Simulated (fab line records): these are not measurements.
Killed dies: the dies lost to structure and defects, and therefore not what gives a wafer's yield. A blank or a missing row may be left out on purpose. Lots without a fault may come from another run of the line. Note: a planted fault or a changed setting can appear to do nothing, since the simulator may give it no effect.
What tool caused it? || flow gf180mcu || Sampling: 11 lots, 33 wafers, 6 of 602 route steps

== WHAT THE GAUGES SHOWED, per wafer ==
GF_V3_OVL_MEAS_15.
{"lot": "L282", "measured": "day 23 04:38", "on": "overlay-02", "V3_OVL (nm)": "2 1 0"}
{"lot": "L284", "measured": "day 23 22:05", "on": "overlay-01", "V3_OVL (nm)": "5 -2 -5"}
{"lot": "L285", "measured": "day 24 07:02", "on": "overlay-02", "V3_OVL (nm)": "-6 3 0"}
{"lot": "L287", "measured": "day 25 06:20", "on": "overlay-02", "V3_OVL (nm)": "-8 -1 -3"}
{"lot": "L289", "measured": "day 25 13:35", "on": "overlay-02", "V3_OVL (nm)": "-3 -5 1"}
{"lot": "L290", "measured": "day 26 01:38", "on": "overlay-01", "V3_OVL (nm)": "0 -4 -3"}
{"lot": "L295", "measured": "day 27 06:53", "on": "overlay-01", "V3_OVL (nm)": "3 4 0"}
{"lot": "L296", "measured": "day 27 10:53", "on": "overlay-02", "V3_OVL (nm)": "0 -2 -6"}
{"lot": "L297", "measured": "day 27 18:05", "on": "overlay-02", "V3_OVL (nm)": "8 4 1"}
{"lot": "L298", "measured": "day 28 07:03", "on": "overlay-02", "V3_OVL (nm)": "-1 0 -4"}
{"lot": "L301", "measured": "day 29 00:09", "on": "overlay-01", "V3_OVL (nm)": "-1 2 2"}

GF_M4_RS_MEAS_05: measures by four-point-probe.
{"lot": "L282", "measured": "day 23 06:16", "on": "film metro-03", "M4_ALCU_RS (ohm/sq)": "0.0690 0.0693 0.0684"}
{"lot": "L284", "measured": "day 23 23:43", "on": "film metro-04", "M4_ALCU_RS (ohm/sq)": "0.0681 0.0685 0.0686"}
{"lot": "L285", "measured": "day 24 08:40", "on": "film metro-03", "M4_ALCU_RS (ohm/sq)": "0.0697 0.0696 0.0693"}
{"lot": "L287", "measured": "day 25 07:59", "on": "film metro-02", "M4_ALCU_RS (ohm/sq)": "0.0692 0.0698 0.0696"}
{"lot": "L289", "measured": "day 25 15:12", "on": "film metro-02", "M4_ALCU_RS (ohm/sq)": "0.0701 0.0699 0.0699"}
{"lot": "L290", "measured": "day 26 03:29", "on": "film metro-04", "M4_ALCU_RS (ohm/sq)": "0.0617 0.0615 0.0614"}
{"lot": "L295", "measured": "day 27 08:31", "on": "film metro-04", "M4_ALCU_RS (ohm/sq)": "0.0619 0.0615 0.0623"}
{"lot": "L296", "measured": "day 27 12:32", "on": "film metro-04", "M4_ALCU_RS (ohm/sq)": "0.0618 0.0611 0.0614"}
{"lot": "L297", "measured": "day 27 19:45", "on": "film metro-04", "M4_ALCU_RS (ohm/sq)": "0.0700 0.0701 0.0692"}
{"lot": "L298", "measured": "day 28 08:41", "on": "film metro-04", "M4_ALCU_RS (ohm/sq)": "0.0702 0.0699 0.0700"}
{"lot": "L301", "measured": "day 29 01:47", "on": "film metro-02", "M4_ALCU_RS (ohm/sq)": "0.0683 0.0687 0.0685"}

GF_M4_THK_MEAS_06: measures by xrf.
{"lot": "L282", "measured": "day 23 06:23", "on": "film metro-03", "M4_ALCU_THK (nm)": "450 451 457"}
{"lot": "L284", "measured": "day 23 23:50", "on": "film metro-04", "M4_ALCU_THK (nm)": "456 452 454"}
{"lot": "L285", "measured": "day 24 08:47", "on": "film metro-03", "M4_ALCU_THK (nm)": "444 443 445"}
{"lot": "L287", "measured": "day 25 08:06", "on": "film metro-02", "M4_ALCU_THK (nm)": "449 442 445"}
{"lot": "L289", "measured": "day 25 15:19", "on": "film metro-02", "M4_ALCU_THK (nm)": "443 441 446"}
{"lot": "L290", "measured": "day 26 03:37", "on": "film metro-04", "M4_ALCU_THK (nm)": "503 504 503"}
{"lot": "L295", "measured": "day 27 08:38", "on": "film metro-04", "M4_ALCU_THK (nm)": "503 505 502"}
{"lot": "L296", "measured": "day 27 12:39", "on": "film metro-04", "M4_ALCU_THK (nm)": "502 508 505"}
{"lot": "L297", "measured": "day 27 19:52", "on": "film metro-04", "M4_ALCU_THK (nm)": "442 443 450"}
{"lot": "L298", "measured": "day 28 08:47", "on": "film metro-04", "M4_ALCU_THK (nm)": "444 444 443"}
{"lot": "L301", "measured": "day 29 01:53", "on": "film metro-02", "M4_ALCU_THK (nm)": "452 452 450"}

== WHICH TOOL RAN EACH LOT (tool, then ch and the chambers of the sampled wafers, then the start) ==
{"lot": "L282", "GF_V3_CVD_02": "pecvd-01 ch 1,2, day 22 05:02", "GF_M4_SPUTTER_00": "pvd sputter-03, day 23 06:02", "GF_M4_SPUTTER_02": "pvd sputter-03, day 23 06:10"}
{"lot": "L284", "GF_V3_CVD_02": "pecvd-02 ch 0,1, day 22 23:23", "GF_M4_SPUTTER_00": "pvd sputter-03, day 23 23:29", "GF_M4_SPUTTER_02": "pvd sputter-03, day 23 23:37"}
{"lot": "L285", "GF_V3_CVD_02": "pecvd-01 ch 0,1,2, day 23 08:58", "GF_M4_SPUTTER_00": "pvd sputter-02, day 24 08:26", "GF_M4_SPUTTER_02": "pvd sputter-02, day 24 08:34"}
{"lot": "L287", "GF_V3_CVD_02": "pecvd-01 ch 1,2, day 24 08:03", "GF_M4_SPUTTER_00": "pvd sputter-03, day 25 07:46", "GF_M4_SPUTTER_02": "pvd sputter-03, day 25 07:53"}
{"lot": "L289", "GF_V3_CVD_02": "pecvd-02 ch 0,1, day 24 15:04", "GF_M4_SPUTTER_00": "pvd sputter-03, day 25 14:59", "GF_M4_SPUTTER_02": "pvd sputter-03, day 25 15:07"}
{"lot": "L290", "GF_V3_CVD_02": "pecvd-04 ch 1,2, day 25 03:52", "GF_M4_SPUTTER_00": "pvd sputter-03, day 26 03:16", "GF_M4_SPUTTER_02": "pvd sputter-03, day 26 03:24"}
{"lot": "L295", "GF_V3_CVD_02": "pecvd-01 ch 0,1,2, day 26 10:00", "GF_M4_SPUTTER_00": "pvd sputter-03, day 27 08:17", "GF_M4_SPUTTER_02": "pvd sputter-03, day 27 08:25"}
{"lot": "L296", "GF_V3_CVD_02": "pecvd-04 ch 1,2, day 26 13:55", "GF_M4_SPUTTER_00": "pvd sputter-03, day 27 12:19", "GF_M4_SPUTTER_02": "pvd sputter-03, day 27 12:26"}
{"lot": "L297", "GF_V3_CVD_02": "pecvd-01 ch 1,2, day 26 20:41", "GF_M4_SPUTTER_00": "pvd sputter-02, day 27 19:31", "GF_M4_SPUTTER_02": "pvd sputter-02, day 27 19:38"}
{"lot": "L298", "GF_V3_CVD_02": "pecvd-01 ch 0,2, day 27 09:37", "GF_M4_SPUTTER_00": "pvd sputter-02, day 28 08:26", "GF_M4_SPUTTER_02": "pvd sputter-02, day 28 08:34"}
{"lot": "L301", "GF_V3_CVD_02": "pecvd-01 ch 1,2, day 28 04:00", "GF_M4_SPUTTER_00": "pvd sputter-01, day 29 01:32", "GF_M4_SPUTTER_02": "pvd sputter-01, day 29 01:40"}
- GF_V3_CVD_02: deposits SiO2 from TEOS, target thk 850 nm, time 94.851 s.
- GF_M4_SPUTTER_00: material Ti, target thk 37.5 nm, time 150 s.
- GF_M4_SPUTTER_02: material AlCu, target thk 450 nm, time 23.9 s.

== WHAT THE TOOLS THEMSELVES READ (means of the sampled wafers that have a number; where no wafer has one, the mark that the record gives instead) ==
GF_V3_CVD_02.
{"lot": "L282", "tool": "pecvd-01", "heater power w (W)": 630}
{"lot": "L284", "tool": "pecvd-02", "heater power w (W)": 715}
{"lot": "L285", "tool": "pecvd-01", "heater power w (W)": 659}
{"lot": "L287", "tool": "pecvd-01", "heater power w (W)": 654}
{"lot": "L289", "tool": "pecvd-02", "heater power w (W)": 636}
{"lot": "L290", "tool": "pecvd-04", "heater power w (W)": 718}
{"lot": "L295", "tool": "pecvd-01", "heater power w (W)": 668}
{"lot": "L296", "tool": "pecvd-04", "heater power w (W)": 625}
{"lot": "L297", "tool": "pecvd-01", "heater power w (W)": 683}
{"lot": "L298", "tool": "pecvd-01", "heater power w (W)": 678}
{"lot": "L301", "tool": "pecvd-01", "heater power w (W)": 655}

GF_M4_SPUTTER_00.
{"lot": "L282", "tool": "pvd sputter-03", "cathode dc power W (W)": 4001.0, "throttle valve pct (%)": 30.0}
{"lot": "L284", "tool": "pvd sputter-03", "cathode dc power W (W)": 4000.1, "throttle valve pct (%)": 29.8}
{"lot": "L285", "tool": "pvd sputter-02", "cathode dc power W (W)": 4000.1, "throttle valve pct (%)": 28.8}
{"lot": "L287", "tool": "pvd sputter-03", "cathode dc power W (W)": 4000.0, "throttle valve pct (%)": 29.9}
{"lot": "L289", "tool": "pvd sputter-03", "cathode dc power W (W)": 3999.8, "throttle valve pct (%)": 30.0}
{"lot": "L290", "tool": "pvd sputter-03", "cathode dc power W (W)": 4000.3, "throttle valve pct (%)": 29.5}
{"lot": "L295", "tool": "pvd sputter-03", "cathode dc power W (W)": 4000.4, "throttle valve pct (%)": 29.8}
{"lot": "L296", "tool": "pvd sputter-03", "cathode dc power W (W)": 3999.8, "throttle valve pct (%)": 30.1}
{"lot": "L297", "tool": "pvd sputter-02", "cathode dc power W (W)": 4000.3, "throttle valve pct (%)": 29.5}
{"lot": "L298", "tool": "pvd sputter-02", "cathode dc power W (W)": 4000.5, "throttle valve pct (%)": 28.9}
{"lot": "L301", "tool": "pvd sputter-01", "cathode dc power W (W)": 3999.4, "throttle valve pct (%)": 30.6}

GF_M4_SPUTTER_02.
{"lot": "L282", "tool": "pvd sputter-03", "cathode dc power W (W)": 10601, "throttle valve pct (%)": 29.9}
{"lot": "L284", "tool": "pvd sputter-03", "cathode dc power W (W)": 10600, "throttle valve pct (%)": 29.8}
{"lot": "L285", "tool": "pvd sputter-02", "cathode dc power W (W)": 10601, "throttle valve pct (%)": 28.8}
{"lot": "L287", "tool": "pvd sputter-03", "cathode dc power W (W)": 10602, "throttle valve pct (%)": 30.0}
{"lot": "L289", "tool": "pvd sputter-03", "cathode dc power W (W)": 10600, "throttle valve pct (%)": 29.9}
{"lot": "L290", "tool": "pvd sputter-03", "cathode dc power W (W)": 11924, "throttle valve pct (%)": 29.5}
{"lot": "L295", "tool": "pvd sputter-03", "cathode dc power W (W)": 11927, "throttle valve pct (%)": 29.8}
{"lot": "L296", "tool": "pvd sputter-03", "cathode dc power W (W)": 11925, "throttle valve pct (%)": 30.3}
{"lot": "L297", "tool": "pvd sputter-02", "cathode dc power W (W)": 10600, "throttle valve pct (%)": 29.5}
{"lot": "L298", "tool": "pvd sputter-02", "cathode dc power W (W)": 10600, "throttle valve pct (%)": 28.7}
{"lot": "L301", "tool": "pvd sputter-01", "cathode dc power W (W)": 10599, "throttle valve pct (%)": 30.6}

== THE ANSWER, worked out from the rows above alone ==
Rule: what is usual is taken from the lots themselves. Put in order of their means at a reading, lots are off if they are a third of the lots or fewer, leave a main group of 4 or more, and stand apart from it by a gap of 3 or more times the standard deviation of the main group's means; of several such gaps the widest counts. If all means in a main group match to the digits the tables above print for the reading, that group is not used. Also off: a lot with no number at a reading for which 4 or more lots have one. All remaining lots with rows at the step are treated as sound. Order of review: gauges by route order, followed by the tools' own readings, for which a lot's mean as printed above is used. At the first step where some lot is off, the reading lying furthest off is the one used; lots without a number count as furthest.
Off: L290, L295, L296, at GF_M4_RS_MEAS_05 (M4_ALCU_RS). Mean 0.0693 ohm/sq and standard deviation 0.0006 in the main group.
A tool fits if, at a process step before that reading, it ran every lot that is off, and no sound lot after the first of them. Not tried: the gauges at GF_M4_RS_MEAS_05; whatever is off there is also off at GF_M4_SPUTTER_02, on other tools, and gauge error can't account for it. One fits: pvd sputter-03 at GF_M4_SPUTTER_00 and GF_M4_SPUTTER_02. At GF_M4_SPUTTER_00 its last sound lot is L289 (day 25 14:59), its first lot that is off L290 (day 26 03:16): a fault that began between those two fits.

== WHAT THE SIMULATOR HAD PUT IN ==
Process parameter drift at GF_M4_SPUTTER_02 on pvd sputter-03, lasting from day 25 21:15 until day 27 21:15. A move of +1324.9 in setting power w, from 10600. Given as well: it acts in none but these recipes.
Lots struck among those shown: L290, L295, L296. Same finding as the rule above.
